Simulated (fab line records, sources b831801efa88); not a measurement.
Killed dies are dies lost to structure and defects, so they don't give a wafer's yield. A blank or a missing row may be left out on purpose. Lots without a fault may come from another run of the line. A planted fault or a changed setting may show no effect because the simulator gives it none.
A struck lot beside a sound one | flow gf180mcu | 43 steps out of a route of 602
Sound: wafers L460.4, L460.5, L460.6. Struck: wafers L468.2, L468.4. (L468.5 of the same lot was not struck and is left out.) The cause comes at the end.
At each step with rows: each side's tool, then ch and its chambers, then its first start. Under that, the readings that differ: sound wafers | struck wafers | difference of the means | sigmas: that difference in standard deviations of wafers without a fault.
alike: readings whose means differ by less than 2 such deviations, and words and numbers that are the same on both sides. not compared: withheld readings, readings that some wafer has no value for, bounds like >300 that may hide the same value, and numbers for which the record gives no deviation and whose values overlap.
The two part at a step that has a row with sigmas, a row that says differs or no value, or rows on one side only. Numbers that don't overlap but have no deviation are shown without sigmas and don't part them. A reading that every wafer of one side lacks parts them only if that side has two wafers or more.

GF_LVPWELL_STRIP_10: strips in O2/N2.
  sound on plasma_asher-01 ch 0,1, day 3 22:55; struck on plasma_asher-02 ch 1, day 5 17:05
  alike: drypump_motor_current_A, heater_power_w, oes_product_au, strip_time_to_endpoint_s
  not compared: rf_hours_counter_h
GF_LVPWELL_TW_MEAS_11:
  sound on film_metro-02, day 3 23:01; struck on film_metro-01, day 5 17:12
  alike: LVPWELL_TW
then, 7 steps without rows for these wafers: GF_MVSD_DEHYDRATE_00 (time 60 s); GF_MVSD_HMDS_01 (prime time 60 s); GF_MVSD_COAT_02 (resist thk 3000 nm); GF_MVSD_SOFTBAKE_03; GF_MVSD_EXPOSE_04 (exposes mask MVSD, target cd 1000 nm); GF_MVSD_PEB_05; GF_MVSD_DEVELOP_06 (develop time 60 s).
GF_MVSD_OVL_MEAS_07:
  sound on overlay-01, day 4 12:32; struck on overlay-02, day 6 07:40
  alike: MVSD_OVL
then, 2 steps without rows for these wafers: GF_MVSD_IMPLANT_08; GF_MVSD_IMPLANT_09.
GF_MVSD_STRIP_10: strips in O2/N2.
  sound on plasma_asher-02 ch 0,1, day 4 12:53; struck on plasma_asher-02 ch 1, day 6 07:59
  alike: drypump_motor_current_A, heater_power_w, oes_product_au, strip_time_to_endpoint_s
  not compared: rf_hours_counter_h
GF_MVSD_TW_MEAS_11:
  sound on film_metro-04, day 4 12:59; struck on film_metro-04, day 6 08:06
  alike: MVSD_TW
then, 7 steps without rows for these wafers: GF_MVPSD_DEHYDRATE_00 (time 60 s); GF_MVPSD_HMDS_01 (prime time 60 s); GF_MVPSD_COAT_02 (resist thk 3000 nm); GF_MVPSD_SOFTBAKE_03; GF_MVPSD_EXPOSE_04 (exposes mask MVPSD, target cd 1000 nm); GF_MVPSD_PEB_05; GF_MVPSD_DEVELOP_06 (develop time 60 s).
GF_MVPSD_OVL_MEAS_07:
  sound on overlay-01, day 5 02:40; struck on overlay-02, day 6 23:13
  alike: MVPSD_OVL
then, 2 steps without rows for these wafers: GF_MVPSD_IMPLANT_08; GF_MVPSD_IMPLANT_09.
GF_MVPSD_STRIP_10: strips in O2/N2.
  sound on plasma_asher-03 ch 0,1, day 5 03:01; struck on plasma_asher-04 ch 0,1, day 6 23:33
  reading               | sound             | struck      | difference | sigmas
  heater_power_w (W)    | 301 298 301       | 343 325     | +34        | +2
  oes_product_au (a.u.) | 0.719 0.722 0.718 | 0.732 0.734 | +0.013     | +3
  alike: drypump_motor_current_A, strip_time_to_endpoint_s
  not compared: rf_hours_counter_h
GF_MVPSD_TW_MEAS_11:
  sound on film_metro-01, day 5 03:07; struck on film_metro-04, day 6 23:40
  alike: MVPSD_TW
then, 7 steps without rows for these wafers: GF_VT_IMPLANT_DEHYDRATE_00 (time 60 s); GF_VT_IMPLANT_HMDS_01 (prime time 60 s); GF_VT_IMPLANT_COAT_02 (resist thk 1000 nm); GF_VT_IMPLANT_SOFTBAKE_03 (time 60 s); GF_VT_IMPLANT_EXPOSE_04 (exposes mask LVPWELL LV AREA, target cd 600 nm); GF_VT_IMPLANT_PEB_05; GF_VT_IMPLANT_DEVELOP_06 (develop time 61.27 s).
GF_VT_IMPLANT_OVL_MEAS_07:
  sound on overlay-01, day 5 17:04; struck on overlay-02, day 7 15:22
  alike: VT_IMPLANT_OVL
then, 1 step without rows for these wafers: GF_VT_IMPLANT_IMPLANT_08.
GF_VT_IMPLANT_STRIP_09: strips in O2/N2.
  sound on plasma_asher-04 ch 0,1, day 5 17:16; struck on plasma_asher-04 ch 0,1, day 7 15:32
  reading                      | sound             | struck      | difference | sigmas
  strip_time_to_endpoint_s (s) | 12.72 12.70 12.74 | 12.65 12.61 | -0.09      | -3
  alike: drypump_motor_current_A, heater_power_w, oes_product_au
  not compared: rf_hours_counter_h
GF_VT_IMPLANT_TW_MEAS_10:
  sound on film_metro-03, day 5 17:22; struck on film_metro-03, day 7 15:39
  alike: VT_IMPLANT_TW
then, 5 steps without rows for these wafers: GF_VT_IMPLANT_DEHYDRATE_11 (time 60 s); GF_VT_IMPLANT_HMDS_12 (prime time 60 s); GF_VT_IMPLANT_COAT_13 (resist thk 1000 nm); GF_VT_IMPLANT_SOFTBAKE_14 (time 60 s); GF_VT_IMPLANT_EXPOSE_15 (exposes mask Nwell LV AREA, target cd 860 nm).
-- the record jumps here: 24 days lie between the struck wafers' starts before and after (it left off in module VT_IMPLANT and takes up again in module PASSIVATION, whose first step shown is number 602 of the route) --
GF_PASSIVATION_PROBE_99:
  the record has rows for the struck wafers here (prober-02, day 31 08:02) and none for the sound ones

WHERE THEY PART
First at GF_MVPSD_STRIP_10; last, within this record, at GF_PASSIVATION_PROBE_99.

WHY: what the simulator had put in
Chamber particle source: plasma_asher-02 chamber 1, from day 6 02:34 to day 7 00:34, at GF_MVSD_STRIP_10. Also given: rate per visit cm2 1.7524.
